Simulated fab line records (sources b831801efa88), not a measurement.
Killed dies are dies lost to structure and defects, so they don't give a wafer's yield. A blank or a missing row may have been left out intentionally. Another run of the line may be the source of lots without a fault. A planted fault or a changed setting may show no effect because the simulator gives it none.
Which tool was responsible? -- flow gf180mcu -- 12 lots with 36 wafers sampled at 4 steps, on a route of 602 steps

WHAT THE GAUGES SHOWED, per wafer
GF_MVPSD_TW_MEAS_11. Usual: MVPSD_TW typically reads 553.8, with standard deviation 2.9.
lot,measured,on,MVPSD_TW,flag
L740,day 4 23:24,film metro-01,556.0 557.5 554.8,
L741,day 5 04:04,film metro-03,553.8 553.5 554.9,
L742,day 5 12:39,film metro-04,553.3 557.4 556.7,
L743,day 5 15:58,film metro-03,554.8 554.7 551.2,
L745,day 6 02:57,film metro-01,551.4 551.6 549.9,
L746,day 6 08:43,film metro-01,553.7 550.6 551.0,
L754,day 8 18:40,film metro-04,583.4 579.3 581.7 580.6 581.6 581.2,OFF
L757,day 9 21:31,film metro-04,579.3 580.6 577.7 580.5 576.6 577.3,OFF
L758,day 9 21:49,film metro-01,555.3 554.3 554.4,
L760,day 10 04:37,film metro-01,553.8 551.8 555.6,
L761,day 10 12:32,film metro-03,545.8 547.5 546.6,
L763,day 11 02:57,film metro-01,559.1 554.7 559.7,

GF_VT_IMPLANT_RS_MEAS_49: measurement is done with a four-point probe. Usual: MVPSD_RS typically reads 1168.7 ohm/sq, with standard deviation 2.7.
lot,measured,on,MVPSD_RS (ohm/sq),flag
L740,day 7 07:40,film metro-01,1173.2 1165.6 1169.9,
L741,day 7 12:14,film metro-03,1169.5 1171.2 1169.7,
L742,day 7 21:41,film metro-01,1171.4 1173.1 1166.0,
L743,day 8 03:36,film metro-03,1166.2 1165.7 1168.5,
L745,day 8 16:10,film metro-04,1168.4 1168.2 1167.9,
L746,day 8 23:15,film metro-01,1168.6 1166.4 1169.2,
L754,day 11 18:28,film metro-04,1019.4 1020.3 1024.2 1020.0 1018.9 1021.6,OFF
L757,day 13 00:03,film metro-01,1021.0 1023.2 1021.9 1020.4 1022.2 1020.0,OFF
L758,day 13 01:07,film metro-01,1172.7 1173.9 1171.3,
L760,day 13 08:26,film metro-03,1170.7 1168.8 1168.7,
L761,day 13 17:32,film metro-01,1173.7 1168.6 1169.6,
L763,day 14 09:19,film metro-01,1165.3 1165.4 1163.6,

GF_PSD_OVL_MEAS_08. Usual: PSD_OVL typically reads -1.1 nm, with standard deviation 1.5.
lot,measured,on,PSD_OVL (nm),flag
L740,day 13 22:14,overlay-01,-2.3 -1.6 -0.8,
L741,day 14 01:41,overlay-01,-0.3 0.4 -1.2,
L742,day 14 11:26,overlay-02,-0.8 -0.8 -0.6,
L743,day 15 01:24,overlay-01,-1.4 0.3 -2.2,
L745,day 15 10:41,overlay-01,-3.7 -3.2 -5.2,
L746,day 16 01:39,overlay-01,-0.8 -1.4 -1.3,
L758,day 20 23:14,overlay-02,0.1 0.3 -0.2,
L760,day 21 14:29,overlay-02,-1.3 -0.7 0.5,
L761,day 22 00:09,overlay-02,-0.4 0.5 -0.5,
L763,day 22 14:47,overlay-01,-5.9 -4.1 -4.5,

TOOL THAT RAN EACH LOT (tool first, then ch and the chambers of the sampled wafers, then the start)
lot,GF_MVPSD_IMPLANT_09
L740,"implanter-01 ch 0, day 4 23:09"
L741,"implanter-01 ch 0, day 5 03:50"
L742,"implanter-01 ch 0, day 5 12:24"
L743,"implanter-01 ch 0, day 5 15:44"
L745,"implanter-03 ch 0, day 6 02:42"
L746,"implanter-04 ch 0, day 6 08:29"
L754,"implanter-01 ch 0, day 8 18:26"
L757,"implanter-01 ch 0, day 9 21:17"
L758,"implanter-03 ch 0, day 9 21:35"
L760,"implanter-03 ch 0, day 10 04:23"
L761,"implanter-04 ch 0, day 10 12:20"
L763,"implanter-03 ch 0, day 11 02:42"
- GF_MVPSD_IMPLANT_09

WHAT THE TOOLS THEMSELVES READ (means of the sampled wafers that have a number; where no wafer has one, the mark that the record gives instead)
GF_MVPSD_IMPLANT_09. Usual: dose ions cm2 5.001e+12, standard deviation 5.3e+09; end station pressure torr 5e-06 Torr, standard deviation 2.5e-07; faraday current uA 28.2, standard deviation 0.58.
lot,tool,dose ions cm2,end station pressure torr (Torr),faraday current uA,flag
L740,implanter-01,5.001e+12,5e-06,27.8,
L741,implanter-01,5.000e+12,5e-06,28.0,
L742,implanter-01,4.996e+12,5e-06,28.1,
L743,implanter-01,5.006e+12,5e-06,28.5,
L745,implanter-03,4.999e+12,5e-06,28.5,
L746,implanter-04,4.998e+12,5e-06,28.3,
L754,implanter-01,9.484e+12,5e-06,53.5,OFF
L757,implanter-01,9.491e+12,5e-06,54.0,OFF
L758,implanter-03,4.998e+12,5e-06,29.1,
L760,implanter-03,5.001e+12,5e-06,28.7,
L761,implanter-04,5.007e+12,5e-06,28.0,
L763,implanter-03,5.002e+12,5e-06,28.4,

THE ANSWER, worked out from the rows above alone
Rule: take the mean of a lot's wafers that have a number; if it is more than 3 standard deviations from the usual mean, the lot is off. A lot without any number at a reading at which 4 lots or more have one is off too. Where the step has rows for the other lots, those lots are counted as sound. First the gauges in route order, then the tools' own readings, where a lot's mean is used as printed above. At the first step where some lot is off, the reading lying furthest off is the one used; lots without a number count as furthest.
Off: L754, L757, at GF_MVPSD_TW_MEAS_11 (MVPSD_TW).
A tool fits if, at a process step before that reading, it ran every lot that is off, and no sound lot after the first of them. Not tried: the gauges at GF_MVPSD_TW_MEAS_11; whatever is off there is also off at GF_MVPSD_IMPLANT_09, on other tools, and gauge error can't account for it. One fits: GF_MVPSD_IMPLANT_09 on implanter-01. Its last sound lot is L743 (day 5 15:44), its first lot that is off L754 (day 8 18:26): a fault that began between those two fits.
The tool's own readings at GF_MVPSD_IMPLANT_09 bear it out: on the lots that are off they differ by more than 5 times the standard deviation of the sound lots' means. dose ions cm2 reads 9.488e+12 there against 5.001e+12 on the sound lots; faraday current uA reads 53.8 there against 28.3 on the sound lots.

WHAT HAD BEEN PUT IN BY THE SIMULATOR
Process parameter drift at GF_MVPSD_IMPLANT_09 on implanter-01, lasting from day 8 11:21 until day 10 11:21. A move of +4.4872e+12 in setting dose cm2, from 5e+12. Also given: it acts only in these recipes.
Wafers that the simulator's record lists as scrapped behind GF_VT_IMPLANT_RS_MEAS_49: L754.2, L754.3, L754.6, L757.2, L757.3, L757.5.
Lots struck among those shown: L754, L757. The rule above reached the same finding.
